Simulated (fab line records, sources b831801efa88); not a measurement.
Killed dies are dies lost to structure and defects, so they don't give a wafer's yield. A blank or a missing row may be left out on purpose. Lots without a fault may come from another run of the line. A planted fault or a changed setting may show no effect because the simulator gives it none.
fab line records | flow sky130
record lots=5 wafers=15 last_day=50
route steps=708 shown METAL2@495 VIA2@507 METAL3@532 PAD_OPEN@708
lots that met no fault: from a run of the same line without faults
start_h: hours from the record's first day to the start of the lot's first wafer shown | wait_h: hours since the lot's step before | " the same as in the row above | L1.1+2: a row that stands for several wafers | - no value, or no start given | * or withheld: withheld | < > ~ a bound
route shown NAME@n: a module of which the file shows steps, and the number in the route of the first | usual: mean/standard deviation of fault-free wafers | same: alike in all rows | chamber/n: place in a boat | sites: the reading at each site | _std_site: their standard deviation | _edge_site: outer sites' mean less inner sites' | radius_mm: how far each site lies from the wafer's centre | mask NAME#n: copy n | behind: the tool/chamber that last shaped the wafer | hold: why the lot was held/for how many hours/how that ended | device: the transistor (n, p or np) that didn't switch | end of line: the same wafers' tests at the end of the route | a step without rows: its recipe alone | killed: dies lost to structure and defects at the first sort, not the wafer's yield | map: a wafer's dies, x killed, . not, _ none there
set.NAME: the setting as run; set.NAME@STEP: as run at that earlier step | model.NAME: the simulator's own value behind a step, which no gauge read
lots at some steps of the route; a table a step, a row a wafer
services: from which hour (start_h, from the record's first day; less than 0 if before it) a tool's chamber was out of use, for how many hours, and why
## steps
# step SKY_METAL2_EXPOSE_12
# recipe mask_id=MM2 na=0.8 source_shape=annular sigma_inner=0.55 sigma_outer=0.85 target_cd_nm=140 dose_mj=28
# step SKY_METAL2_PEB_13
# recipe peb_temp_c=withheld peb_time_s=withheld resist=KrF-thick
# step SKY_METAL2_DEVELOP_14
# recipe develop_time_s=60 resist=KrF-thick dev_temp_c=21
# step SKY_METAL2_CD_MEAS_15
# recipe target_cd_nm=140
# usual cd_nm=140.0/1.3
# columns lot.wafer tool chamber start_h wait_h cd_nm
L993.2 cd_sem-02 - 866.48 - 140.7
L993.3 " - " " 140.1
L993.4 " - " " 138.5
L995.1 cd_sem-02 - 875.19 - 139.5
L995.3 " - " " 139.6
L995.6 " - " " 141.5
L100.1 cd_sem-01 - 911.35 - 140.6
L100.5 " - " " 141.0
L100.6 " - " " 139.2
L110.3 cd_sem-01 - 978.74 - 142.1
L110.4 " - " " 141.6
L110.5 " - " " 139.8
L111.1 cd_sem-01 - 985.95 - 141.7
L111.2 " - " " 141.5
L111.4 " - " " 142.2
# step SKY_METAL2_OVL_MEAS_16
# usual METAL2_OVL=-3/6.1
# columns lot.wafer tool chamber start_h wait_h METAL2_OVL[nm]
L993.2 overlay-02 - 866.58 0.1 6
L993.3 " - " " 4
L993.4 " - " " 4
L995.1 overlay-01 - 875.31 0.1 -2
L995.3 " - " " -1
L995.6 " - " " -10
L100.1 overlay-02 - 911.47 0.1 -8
L100.5 " - " " -4
L100.6 " - " " -11
L110.3 overlay-02 - 978.83 0.1 -9
L110.4 " - " " -11
L110.5 " - " " -8
L111.1 overlay-01 - 986.07 0.1 2
L111.2 " - " " -7
L111.4 " - " " -2
# step SKY_METAL2_DESCUM_17
# recipe chemistry=O2 source_power_w=150 bias_power_w=0 pressure_mtorr=10 temp_c=40 time_s=8
# usual drypump_motor_current_A=5.9/0.39 oes_product_au=0.998/0.01 temp_c=40.00/0.12
# columns lot.wafer tool chamber start_h wait_h drypump_motor_current_A oes_product_au rf_hours_counter_h temp_c
L993.2 rie_metal-01 0 866.62 0.0 5.6 1.016 - 40.22
L993.3 " 0 " " 5.6 1.014 - 40.23
L993.4 " 0 " " 5.6 1.015 - 40.06
L995.1 rie_metal-02 0 875.34 0.0 6.3 0.987 9 40.02
L995.3 " 0 " " 6.3 0.982 - 39.95
L995.6 " 0 " " 6.3 0.988 - 40.07
L100.1 rie_metal-04 1 911.51 0.0 6.1 1.006 13 39.84
L100.5 " 1 " " 6.1 0.996 - 39.90
L100.6 " 1 " " 6.1 1.002 - 39.86
L110.3 rie_metal-04 0 978.87 0.0 6.1 0.994 - 39.95
L110.4 " 1 " " 6.1 0.995 - 40.02
L110.5 " 1 " " 6.1 1.000 - 39.89
L111.1 rie_metal-02 0 986.11 0.0 6.3 0.986 14 39.90
L111.2 " 1 " " 5.2 1.004 19 40.08
L111.4 " 0 " " 6.4 1.003 - 40.12
# step SKY_METAL2_ETCH_18
# recipe chemistry=N2/H2 target=BARC ion_energy_ev=200 bias_w=100 pressure_mtorr=30 n2_flow_sccm=100 h2_flow_sccm=200 icp_w=500 stop_on=SiO2 time_s=45.9 target_depth_a=600
# usual bias_w=100.01/0.28 drypump_motor_current_A=5.9/0.39 oes_product_au=0.854/0.004 throttle_valve_pct=13.226/0.0086
# columns lot.wafer tool chamber start_h wait_h bias_w drypump_motor_current_A oes_product_au rf_hours_counter_h throttle_valve_pct
L993.2 rie_metal-01 0 866.70 0.1 99.90 5.6 0.854 - 13.227
L993.3 " 0 " " 100.34 5.6 0.862 - 13.224
L993.4 " 0 " " 100.55 5.6 0.852 - 13.224
L995.1 rie_metal-02 0 875.37 0.0 99.89 6.4 0.853 9 13.243
L995.3 " 0 " " 100.03 6.4 0.855 - 13.219
L995.6 " 0 " " 100.19 6.4 0.850 - 13.222
L100.1 rie_metal-04 1 911.57 0.1 100.18 6.1 0.855 13 13.221
L100.5 " 1 " " 99.71 6.1 0.860 - 13.214
L100.6 " 1 " " 100.01 6.1 0.860 - 13.221
L110.3 rie_metal-04 0 978.91 0.0 99.62 6.1 0.847 - 13.216
L110.4 " 1 " " 100.21 6.2 0.850 - 13.224
L110.5 " 1 " " 100.06 6.1 0.849 - 13.228
L111.1 rie_metal-02 0 986.14 0.0 100.03 6.4 0.844 14 13.228
L111.2 " 1 " " 99.93 5.2 0.852 19 13.223
L111.4 " 0 " " 100.00 6.4 0.864 - 13.219
# step SKY_METAL2_METAL_ETCH_19
# recipe target_depth_a=3600 stop_on=SiO2 over_etch_frac=0.3 time_s=78 chemistry=Cl2/BCl3 resist_sidewall_deg=88 pressure_mtorr=10 icp_w=900 bias_w=48.5 Cl2_flow_sccm=60 bcl3_flow_sccm=30
# usual bias_w=48.51/0.14 drypump_motor_current_A=5.9/0.39 oes_product_au=0.855/0.0062 throttle_valve_pct=22.265/0.0093
# same over_etch_frac=0.3
# columns lot.wafer tool chamber start_h wait_h bias_w drypump_motor_current_A oes_product_au rf_hours_counter_h throttle_valve_pct
L993.2 rie_metal-01 0 866.83 0.1 48.51 5.6 0.857 - 22.266
L993.3 " 0 " " 48.61 5.6 0.851 - 22.264
L993.4 " 0 " " 48.39 5.6 0.855 - 22.271
L995.1 rie_metal-02 0 875.44 0.0 48.41 6.3 0.862 9 22.269
L995.3 " 0 " " 48.47 6.4 0.864 - 22.259
L995.6 " 0 " " 48.37 6.4 0.853 - 22.257
L100.1 rie_metal-04 1 911.70 0.1 48.46 6.1 0.854 13 22.271
L100.5 " 1 " " 48.37 6.1 0.849 - 22.263
L100.6 " 1 " " 48.50 6.1 0.843 - 22.269
L110.3 rie_metal-04 0 978.98 0.1 48.52 6.1 0.852 - 22.268
L110.4 " 1 " " 48.56 6.2 0.847 - 22.269
L110.5 " 1 " " 48.62 6.2 0.863 - 22.257
L111.1 rie_metal-02 0 986.20 0.0 48.47 6.3 0.847 14 22.281
L111.2 " 1 " " 48.56 5.2 0.861 19 22.237
L111.4 " 0 " " 48.49 6.4 0.854 - 22.269
# step SKY_METAL2_STRIP_20
# recipe chemistry=O2/N2 power_w=1400 pressure_mtorr=1500 platen_temp_c=withheld o2_flow_sccm=3000 n2_flow_sccm=300 overash_fraction=0.5
# step SKY_METAL2_STRIP_21
# recipe chemistry=post_etch_residue_remover time_s=1200 temp_c=72.5
# step SKY_METAL2_CLEAN_22
# recipe chemistry=IPA time_s=180 temp_c=25
# step SKY_METAL2_CLEAN_23
# recipe chemistry=O3/DIW dry=n2_spin
# step SKY_VIA2_HDPCVD_00
# recipe material=SiO2 target_thk_nm=1180 sigma_open_frac=0.3 time_s=196.7 temp_c=400 sih4_flow_sccm=60 pressure_mtorr=6
# columns lot.wafer tool chamber start_h wait_h model.SiO2_of_VIA2_HDPCVD_00.thk_nm
L993.2 hdpcvd-02 1 867.57 0.0 1156
L993.3 " 2 " " 1189
L993.4 " 0 " " 1158
L995.1 hdpcvd-01 2 876.16 0.0 1175
L995.3 " 0 " " 1181
L995.6 " 0 " " 1184
L100.1 hdpcvd-01 0 912.51 0.0 1183
L100.5 " 2 " " 421.9
L100.6 " 1 " " 1166
L110.3 hdpcvd-01 0 979.64 0.0 1186
L110.4 " 0 " " 1200
L110.5 " 1 " " 1185
L111.1 hdpcvd-01 2 986.89 0.0 1164
L111.2 " 0 " " 1200
L111.4 " 2 " " 1180
# step SKY_VIA2_THK_MEAS_01
# recipe reads=SiO2_of_VIA2_HDPCVD_00
# usual VIA2_HDPCVD_THK=1178/14
# columns lot.wafer tool chamber start_h wait_h VIA2_HDPCVD_THK[nm]
L993.2 film_metro-04 - 867.71 0.1 1157
L993.3 " - " " 1189
L993.4 " - " " 1157
L995.1 film_metro-02 - 876.28 0.1 1174
L995.3 " - " " 1181
L995.6 " - " " 1184
L100.1 film_metro-04 - 912.64 0.1 1183
L100.5 " - " " 422
L100.6 " - " " 1167
L110.3 film_metro-04 - 979.78 0.1 1186
L110.4 " - " " 1200
L110.5 " - " " 1184
L111.1 film_metro-02 - 987.01 0.1 1165
L111.2 " - " " 1200
L111.4 " - " " 1180
# step SKY_VIA2_CMP_02
# recipe material=SiO2 down_force_psi=4 platen_rpm=60 pad_velocity_m_s=0.94248
# step SKY_VIA2_BOW_MEAS_03
# recipe mode=bow
# usual VIA2_BOW=87/7.1
# columns lot.wafer tool chamber start_h wait_h VIA2_BOW[um]
L993.2 film_metro-03 - 868.08 0.2 84
L993.3 " - " " 85
L993.4 " - " " 90
L995.1 film_metro-02 - 876.64 0.2 87
L995.3 " - " " 76
L995.6 " - " " 92
L100.1 film_metro-04 - 913.17 0.2 77
L100.5 " - " " 75
L100.6 " - " " 83
L110.3 film_metro-04 - 980.16 0.2 87
L110.4 " - " " 76
L110.5 " - " " 88
L111.1 film_metro-03 - 987.37 0.2 96
L111.2 " - " " 83
L111.4 " - " " 93
# step SKY_VIA2_DEHYDRATE_04
# recipe temp_c=200 time_s=60
# step SKY_VIA2_HMDS_05
# recipe prime_time_s=60 prime_temp_c=120
# step SKY_VIA2_COAT_06
# recipe resist=BARC temp_c=withheld time_s=withheld spin_rpm=3000 resist_thk_nm=60
# step SKY_VIA2_COAT_07
# recipe resist=KrF-thick spin_rpm=3000 resist_thk_nm=453
# step SKY_VIA2_SOFTBAKE_08
# recipe temp_c=100 time_s=90 resist=KrF-thick
# step SKY_VIA2_EXPOSE_09
# recipe mask_id=VIM2 na=0.8 source_shape=annular sigma_inner=0.55 sigma_outer=0.85 target_cd_nm=200 dose_mj=38
# step SKY_VIA2_PEB_10
# recipe peb_temp_c=withheld peb_time_s=withheld resist=KrF-thick
# step SKY_VIA2_DEVELOP_11
# recipe develop_time_s=60 resist=KrF-thick dev_temp_c=21
# step SKY_VIA2_CD_MEAS_12
# recipe target_cd_nm=200
# usual cd_nm=199.9/1.2
# columns lot.wafer tool chamber start_h wait_h cd_nm
L993.2 cd_sem-02 - 893.60 - 199.5
L993.3 " - " " 198.3
L993.4 " - " " 199.9
L995.1 cd_sem-02 - 902.28 - 201.3
L995.3 " - " " 198.6
L995.6 " - " " 200.5
L100.1 cd_sem-01 - 937.53 - 199.4
L100.5 " - " " 200.1
L100.6 " - " " 198.6
L110.3 cd_sem-01 - 1003.72 - 199.4
L110.4 " - " " 197.6
L110.5 " - " " 198.9
L111.1 cd_sem-02 - 1010.48 - 201.1
L111.2 " - " " 201.4
L111.4 " - " " 200.8
# step SKY_VIA2_OVL_MEAS_13
# usual VIA2_OVL=-5/6.6
# columns lot.wafer tool chamber start_h wait_h VIA2_OVL[nm]
L993.2 overlay-01 - 893.71 0.1 -4
L993.3 " - " " -10
L993.4 " - " " -7
L995.1 overlay-01 - 902.40 0.1 -15
L995.3 " - " " -4
L995.6 " - " " -8
L100.1 overlay-02 - 937.65 0.1 -12
L100.5 " - " " -12
L100.6 " - " " -10
L110.3 overlay-01 - 1003.81 0.1 -8
L110.4 " - " " -8
L110.5 " - " " -10
L111.1 overlay-01 - 1010.60 0.1 -7
L111.2 " - " " 2
L111.4 " - " " -1
# step SKY_VIA2_ETCH_14
# recipe chemistry=N2/H2 target=BARC ion_energy_ev=200 source_w=500 bias_w=100 pressure_mtorr=30 n2_flow_sccm=100 h2_flow_sccm=200 stop_on=SiO2 time_s=45.9 target_depth_a=600
# step SKY_VIA2_ETCH_15
# recipe target=SiO2 chemistry=C4F8/O2/Ar target_depth_nm=546 stop_on=TiN mask_material=KrF-thick source_w=1500 bias_w=1200 pressure_mtorr=40 c4f8_flow_sccm=withheld O2_flow_sccm=6 Ar_flow_sccm=300 time_s=84
# usual bias_w=1200/3.7 oes_product_au=0.939/0.0042
# columns lot.wafer tool chamber start_h wait_h bias_w oes_product_au rf_hours_counter_h model.VIA2.feature_depth_nm model.etch.depth_nm
L993.2 rie_diel-01 1 893.78 0.0 1200 0.941 15 496.5 496.5
L993.3 " 3 " " 1199 0.940 11 494.7 494.7
L993.4 " 2 " " 1205 0.945 - 494.9 494.9
L995.1 rie_diel-02 0 902.48 0.0 1203 0.934 19 494.3 494.3
L995.3 " 1 " " 1205 0.941 17 496 496
L995.6 " 1 " " 1203 0.940 - 495.8 495.8
L100.1 rie_diel-04 0 937.73 0.0 1202 0.941 8 495.4 495.4
L100.5 " 3 " " 1196 0.857 - 421.9 421.9
L100.6 " 0 " " 1197 0.940 - 496.6 496.6
L110.3 rie_diel-02 3 1003.88 0.0 1197 0.941 26 494.8 494.8
L110.4 " 0 " " 1192 0.936 - 496.9 496.9
L110.5 " 1 " " 1197 0.943 - 495.5 495.5
L111.1 rie_diel-02 1 1010.68 0.0 1199 0.944 20 496.8 496.8
L111.2 " 2 " " 1199 0.932 7 496.1 496.1
L111.4 " 3 " " 1200 0.942 27 496.1 496.1
# step SKY_VIA2_STRIP_16
# recipe chemistry=O2/N2 power_w=1400 pressure_mtorr=1500 platen_temp_c=withheld o2_flow_sccm=3000 n2_flow_sccm=300 overash_fraction=0.5
# step SKY_VIA2_STRIP_17
# recipe chemistry=post_etch_residue_remover time_s=1200 temp_c=72.5
# step SKY_VIA2_CLEAN_18
# recipe chemistry=IPA time_s=180 temp_c=25
# step SKY_VIA2_CLEAN_19
# recipe chemistry=O3/DIW dry=n2_spin
# step SKY_VIA2_SPUTTER_20
# recipe material=TiN target_thk_nm=20 chamber_pressure_pa=5 power_w=4000 time_s=80
# step SKY_VIA2_CVD_21
# recipe material=W target_thk_nm=420 time_s=126.4 temp_c=400 pressure_torr=40
# usual heater_power_w=893/64
# columns lot.wafer tool chamber start_h wait_h heater_power_w since_wet_clean_h
L993.2 cvd_w-01 0 894.50 0.0 982 991
L993.3 " 0 " " 981 -
L993.4 " 1 " " 964 -
L995.1 cvd_w-02 1 903.23 0.0 804 499
L995.3 " 0 " " 947 -
L995.6 " 1 " " 793 -
L100.1 cvd_w-02 0 938.45 0.0 914 534
L100.5 " 1 " " 798 -
L100.6 " 0 " " 919 -
L110.3 cvd_w-01 0 1004.64 0.1 941 -
L110.4 " 1 " " 872 -
L110.5 " 1 " " 864 -
L111.1 cvd_w-01 1 1011.40 0.0 882 93
L111.2 " 0 " " 924 93
L111.4 " 1 " " 884 -
# step SKY_VIA2_RS_MEAS_22
# recipe thk_meas_gauge=four-point-probe reads=W_of_VIA2_CVD_21+TiN_of_VIA2_SPUTTER_20
# usual VIA2_W_RS=0.2707/0.003
# columns lot.wafer tool chamber start_h wait_h VIA2_W_RS[ohm/sq]
L993.2 film_metro-02 - 894.65 0.1 0.2723
L993.3 " - " " 0.2761
L993.4 " - " " 0.2717
L995.1 film_metro-02 - 903.37 0.1 0.2732
L995.3 " - " " 0.2721
L995.6 " - " " 0.2725
L100.1 film_metro-02 - 938.58 0.1 0.2702
L100.5 " - " " 0.2751
L100.6 " - " " 0.2697
L110.3 film_metro-04 - 1004.77 0.1 0.2731
L110.4 " - " " 0.2734
L110.5 " - " " 0.2724
L111.1 film_metro-03 - 1011.53 0.1 0.2715
L111.2 " - " " 0.2673
L111.4 " - " " 0.2719
# step SKY_VIA2_THK_MEAS_23
# recipe thk_meas_gauge=xrf reads=W_of_VIA2_CVD_21
# usual VIA2_W_THK=426/5.5
# columns lot.wafer tool chamber start_h wait_h VIA2_W_THK[nm]
L993.2 film_metro-02 - 894.76 0.1 431
L993.3 " - " " 425
L993.4 " - " " 430
L995.1 film_metro-02 - 903.49 0.1 433
L995.3 " - " " 431
L995.6 " - " " 428
L100.1 film_metro-02 - 938.70 0.1 429
L100.5 " - " " 427
L100.6 " - " " 434
L110.3 film_metro-04 - 1004.87 0.1 417
L110.4 " - " " 418
L110.5 " - " " 420
L111.1 film_metro-03 - 1011.65 0.1 428
L111.2 " - " " 431
L111.4 " - " " 427
# step SKY_VIA2_CMP_24
# recipe stop_on=SiO2 t_overpolish_s=20 down_force_psi=3.5 platen_rpm=60 target_thk_nm=0 pad_velocity_m_s=0.94248
# usual edge_zone_pressure_frac=0.999/0.0058 motor_current_A=10.9/1.3 overpolish_run_s=20.000/0.0095 time_to_endpoint_s=102/4.3
# columns lot.wafer tool chamber start_h wait_h edge_zone_pressure_frac motor_current_A overpolish_run_s time_to_endpoint_s
L993.2 cmp-02 1 894.81 0.0 0.992 10.5 20.009 101
L993.4 " 2 " " 0.994 9.0 20.013 100
L993.3 " 3 " " 1.009 11.0 19.999 98
L995.3 cmp-02 3 903.60 0.1 0.990 10.5 19.989 99
L995.1 " 0 " " 0.998 12.0 20.005 103
L995.6 " 3 " " 0.997 10.6 20.020 98
L100.1 cmp-02 3 938.86 0.1 0.992 10.3 19.993 98
L100.5 " 1 " " 1.001 10.5 19.997 99
L100.6 " 2 " " 1.007 9.0 20.005 99
L110.4 cmp-02 2 1004.96 0.1 1.007 8.6 20.009 98
L110.3 " 3 " " 1.002 11.2 20.016 97
L110.5 " 2 " " 1.004 9.0 19.995 99
L111.1 cmp-02 2 1011.71 0.1 0.999 9.2 19.995 101
L111.2 " 3 " " 1.000 10.9 20.000 97
L111.4 " 0 " " 1.007 12.0 19.998 102
# step SKY_METAL3_SPUTTER_00
# recipe material=Ti target_thk_nm=15 power_w=3000 time_s=10 chamber_pressure_pa=0.4
# step SKY_METAL3_SPUTTER_01
# recipe material=TiN target_thk_nm=20 power_w=6500 time_s=16.7 chamber_pressure_pa=0.4
# step SKY_METAL3_SPUTTER_02
# recipe material=AlCu target_thk_nm=735 power_w=10600 time_s=39.1 chamber_pressure_pa=0.4
# step SKY_METAL3_SPUTTER_03
# recipe material=Ti target_thk_nm=5 power_w=3000 time_s=3.3 chamber_pressure_pa=0.4
# step SKY_METAL3_SPUTTER_04
# recipe material=TiN target_thk_nm=70 power_w=6500 time_s=58.3 chamber_pressure_pa=0.4
# step SKY_METAL3_METAL_ETCH_18
# recipe target_depth_a=8450 stop_on=SiO2 over_etch_frac=0.3 time_s=183.1 chemistry=Cl2/BCl3 resist_sidewall_deg=88 pressure_mtorr=10 icp_w=900 bias_w=48.5 Cl2_flow_sccm=60 bcl3_flow_sccm=30
# usual bias_w=48.50/0.13 drypump_motor_current_A=5.8/0.4 oes_product_au=0.864/0.0066 throttle_valve_pct=22.265/0.0098
# same over_etch_frac=0.3
# columns lot.wafer tool chamber start_h wait_h bias_w drypump_motor_current_A oes_product_au rf_hours_counter_h throttle_valve_pct model.SiO2_of_VIA2_HDPCVD_00.thk_nm
L993.2 rie_metal-02 1 944.53 0.0 48.56 5.2 0.862 16 22.255 466.9
L993.3 " 1 " " 48.52 5.2 0.871 - 22.270 465
L993.4 " 0 " " 48.38 6.4 0.859 - 22.268 465.8
L995.1 rie_metal-02 0 954.01 0.0 48.54 6.3 0.862 13 22.284 465.2
L995.3 " 0 " " 48.31 6.4 0.863 - 22.261 467
L995.6 " 0 " " 48.45 6.4 0.861 - 22.256 466.8
L100.1 rie_metal-02 1 988.29 0.0 48.51 5.2 0.854 19 22.282 465.6
L100.5 " 0 " " 48.59 6.3 0.854 - 22.271 392.4
L100.6 " 1 " " 48.61 5.2 0.858 - 22.256 466.8
L110.3 rie_metal-03 0 1051.50 0.1 48.28 6.1 0.872 - 22.267 465
L110.4 " 1 " " 48.72 5.6 0.861 - 22.260 467.7
L110.5 " 1 " " 48.90 5.6 0.873 - 22.275 466.1
L111.1 rie_metal-02 1 1058.51 0.0 48.39 5.2 0.864 22 22.252 466.7
L111.2 " 0 " " 48.55 6.4 0.859 18 22.277 466.8
L111.4 " 1 " " 48.49 5.2 0.871 - 22.271 466.2
# step SKY_PAD_OPEN_PROBE_99
# usual defect_limited_yield=82.5/1.8 killed_at_M0_to_M3=43/6.5 killed_at_M4_up=3.1/1.8 killed_at_contacts=24/4.8 killed_at_front_end=15/4.7 killed_at_other=0.3/0.58 killed_dies=86/8.6 killed_open=47/6.7 killed_short=39/6.1
# same gross_dies=492 killed_at_back_side=0
# columns lot.wafer tool chamber start_h wait_h defect_limited_yield[%] killed_at_M0_to_M3 killed_at_M4_up killed_at_contacts killed_at_front_end killed_at_other killed_dies killed_open killed_short model.etest.tester.sort_n_pass model.etest.tester.sort_yield_pct model.etest.tester.sort_bin_3_pct model.etest.met3_comb.leak_log10_a_um model.etest.tester.sort_bin_8_pct model.etest.tester.sort_bin_4_pct
L993.2 prober-02 - 1107.11 0.1 83.3 36 4 26 16 0 82 37 45 410 83.33 0.4065 -12.14 0 0
L993.3 prober-02 - 1107.16 0.2 83.7 40 3 25 11 1 80 36 44 412 83.74 1.423 -12.22 0 0
L993.4 prober-02 - 1107.21 0.2 81.5 47 4 24 16 0 91 53 38 401 81.5 0.813 -12.14 0 0
L995.1 prober-02 - 1117.04 0.1 82.5 42 0 17 27 0 86 45 41 406 82.52 1.423 -12.05 0 0
L995.3 prober-02 - 1117.14 0.2 83.1 48 0 22 13 0 83 55 28 409 83.13 0.6098 -12.08 0 0
L995.6 prober-02 - 1117.29 0.2 81.1 39 2 26 25 1 93 47 46 399 81.1 0.813 -11.85 0 0
L100.1 prober-01 - 1145.41 0.1 84.6 28 1 22 25 0 76 39 37 416 84.55 0.6098 -11.88 0 0
L100.5 prober-01 - 1145.61 0.2 81.9 44 1 23 21 0 89 52 37 240 48.78 34.14 -7.323 0.007668 3.396e-05
L100.6 prober-01 - 1145.66 0.2 79.1 48 2 25 28 0 103 62 41 389 79.06 0.813 -12.03 0 0
L110.3 prober-02 - 1194.06 0.2 84.6 38 5 24 8 1 76 36 40 416 84.55 0.4065 -12.02 0 0
L110.4 prober-02 - 1194.11 0.2 82.9 47 5 21 9 2 84 48 36 408 82.93 1.22 -12.22 0 0
L110.5 prober-02 - 1194.16 0.2 83.1 41 8 23 11 0 83 38 45 409 83.13 0.6098 -11.95 0 0
L111.1 prober-01 - 1200.19 0.1 84.1 37 3 22 16 0 78 42 36 414 84.15 0.6098 -11.96 0 0
L111.2 prober-01 - 1200.24 0.1 84.6 34 1 23 18 0 76 39 37 416 84.55 1.016 -11.98 0 0
L111.4 prober-01 - 1200.34 0.2 82.9 44 1 24 15 0 84 46 38 408 82.93 0.6098 -11.95 0 0
# killed by level:class
L993.2 POLY_GATE:geometric_particle:short=7 VIA1:geometric_particle:open=7 CONTACT:geometric_particle:open=6 VIA2:geometric_particle:open=6 LOCAL_INTERCONNECT:geometric_particle:open=5 METAL2:geometric_particle:short=5 FIELD_ISO:geometric_particle:short=4 LI_CONTACT:geometric_particle:open=4
L993.3 METAL1:geometric_particle:short=10 CONTACT:geometric_particle:open=8 VIA1:geometric_particle:open=7 FIELD_ISO:geometric_particle:open=5 LI_CONTACT:geometric_particle:open=5 METAL2:geometric_particle:short=5 LOCAL_INTERCONNECT:geometric_particle:short=5 FIELD_ISO:geometric_particle:short=4
L993.4 VIA1:geometric_particle:open=10 VIA2:geometric_particle:open=10 CONTACT:geometric_particle:open=9 METAL1:geometric_particle:short=8 VIA3:geometric_particle:open=7 CONTACT:geometric_particle:short=6 FIELD_ISO:geometric_particle:open=4 POLY_GATE:geometric_particle:open=4
L995.1 VIA2:geometric_particle:open=10 FIELD_ISO:geometric_particle:short=9 CONTACT:geometric_particle:short=7 FIELD_ISO:geometric_particle:open=6 VIA1:geometric_particle:open=6 POLY_GATE:geometric_particle:open=5 LI_CONTACT:geometric_particle:open=5 VIA3:geometric_particle:open=5
L995.3 CONTACT:geometric_particle:open=13 METAL1:geometric_particle:short=9 VIA2:geometric_particle:open=9 VIA1:geometric_particle:open=7 FIELD_ISO:geometric_particle:open=6 LI_CONTACT:geometric_particle:open=6 METAL1:geometric_particle:open=6 VIA2:geometric_particle:short=6
L995.6 VIA1:geometric_particle:open=10 CONTACT:geometric_particle:open=9 POLY_GATE:geometric_particle:short=8 FIELD_ISO:geometric_particle:open=6 CONTACT:geometric_particle:short=6 VIA1:geometric_particle:short=6 METAL2:geometric_particle:short=6 LI_CONTACT:geometric_particle:open=5
L100.1 CONTACT:geometric_particle:open=9 FIELD_ISO:geometric_particle:short=8 VIA1:geometric_particle:open=7 FIELD_ISO:geometric_particle:open=6 METAL1:geometric_particle:short=6 VIA3:geometric_particle:open=6 POLY_GATE:geometric_particle:short=5 LI_CONTACT:geometric_particle:open=4
L100.5 VIA1:geometric_particle:open=12 VIA3:geometric_particle:open=10 FIELD_ISO:geometric_particle:short=7 FIELD_ISO:geometric_particle:open=7 LI_CONTACT:geometric_particle:open=7 CONTACT:geometric_particle:open=6 CONTACT:geometric_particle:short=5 VIA3:geometric_particle:short=5
L100.6 VIA1:geometric_particle:open=12 CONTACT:geometric_particle:open=12 FIELD_ISO:geometric_particle:open=10 VIA1:geometric_particle:short=7 LI_CONTACT:geometric_particle:open=7 METAL2:geometric_particle:short=7 POLY_GATE:geometric_particle:open=6 FIELD_ISO:geometric_particle:short=5
L110.3 CONTACT:geometric_particle:open=7 VIA1:geometric_particle:open=7 METAL1:geometric_particle:short=7 LI_CONTACT:geometric_particle:short=5 LI_CONTACT:geometric_particle:open=5 METAL1:geometric_particle:open=4 VIA1:geometric_particle:short=4 CONTACT:geometric_particle:short=4
L110.4 VIA2:geometric_particle:open=17 LI_CONTACT:geometric_particle:open=7 VIA1:geometric_particle:open=7 METAL2:geometric_particle:short=6 VIA3:geometric_particle:open=5 VIA2:geometric_particle:short=5 METAL4:geometric_particle:short=5 POLY_GATE:geometric_particle:short=4
L110.5 CONTACT:geometric_particle:open=11 METAL1:geometric_particle:short=8 METAL4:geometric_particle:short=8 VIA2:geometric_particle:open=7 VIA1:geometric_particle:open=6 VIA1:geometric_particle:short=5 METAL2:geometric_particle:short=5 POLY_GATE:geometric_particle:short=4
L111.1 VIA1:geometric_particle:open=8 POLY_GATE:geometric_particle:open=7 VIA2:geometric_particle:open=7 CONTACT:geometric_particle:short=6 CONTACT:geometric_particle:open=6 VIA1:geometric_particle:short=6 VIA3:geometric_particle:open=6 LI_CONTACT:geometric_particle:open=5
L111.2 POLY_GATE:geometric_particle:open=8 VIA1:geometric_particle:open=8 CONTACT:geometric_particle:short=6 METAL2:geometric_particle:short=6 VIA2:geometric_particle:open=6 LI_CONTACT:geometric_particle:open=5 VIA3:geometric_particle:short=4 LI_CONTACT:geometric_particle:short=4
L111.4 CONTACT:geometric_particle:open=9 VIA2:geometric_particle:open=8 VIA1:geometric_particle:open=8 METAL2:geometric_particle:short=8 LI_CONTACT:geometric_particle:open=6 VIA3:geometric_particle:open=5 POLY_GATE:geometric_particle:open=4 LOCAL_INTERCONNECT:geometric_particle:short=4
## services
# columns tool chamber start_h hours kind
rie_metal-03 - 843.18 2.8 pm
rie_diel-01 2 854.35 3.8 repair
rie_diel-02 - 855.19 0.4 repair
rie_diel-04 3 866.94 5.2 repair
cvd_w-02 0 871.85 29.1 repair
rie_metal-03 - 880.65 0.1 repair
rie_metal-02 - 886.63 0.2 repair
rie_diel-01 0 889.51 15.0 repair
rie_metal-01 - 895.79 14.6 pm
rie_diel-02 3 900.27 12.8 repair
cvd_w-01 - 904.00 14.0 pm
cmp-02 - 908.99 7.3 pm
cvd_w-01 - 918.00 14.6 pm
cmp-02 - 919.40 5.2 pm
cmp-02 - 924.57 4.0 pm
cmp-02 - 929.34 0.3 repair
rie_diel-02 3 950.20 2.3 repair
hdpcvd-01 - 953.66 1.1 repair
rie_metal-04 - 988.89 2.8 pm
rie_diel-02 3 989.40 2.9 repair
rie_metal-01 - 989.50 1.4 pm
rie_diel-02 2 1002.67 7.6 repair
rie_metal-02 - 1052.29 4.3 pm
rie_diel-02 1 1055.88 7.8 repair
## key
first_sign step=SKY_VIA2_THK_MEAS_01 reading=VIA2_HDPCVD_THK direction=down sigmas=55 usual=1178 struck=422
effect step=SKY_VIA2_ETCH_15 reading=oes_product_au direction=down sigmas=20 usual=0.939 struck=0.857
model_effect step=SKY_VIA2_HDPCVD_00 value=SiO2_of_VIA2_HDPCVD_00.thk_nm without=1177 struck=421.9
model_effect step=SKY_VIA2_ETCH_15 value=VIA2.feature_depth_nm without=497.4 struck=421.9
model_effect step=SKY_METAL3_METAL_ETCH_18 value=SiO2_of_VIA2_HDPCVD_00.thk_nm without=467.8 struck=392.4
model_effect step=SKY_PAD_OPEN_PROBE_99 value=etest.tester.sort_n_pass without=403 struck=240
met_at SKY_VIA2_HDPCVD_00
struck_wafers L100.5
onset_between 876.16 912.51
fault kind=process_parameter_drift tool=hdpcvd-01 chamber=2 onset_h=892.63 steps=SKY_VIA2_HDPCVD_00 channel=target_thk_nm offset=-754.6 shape=step end_h=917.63 acts_in=these_recipes_only stated=1180
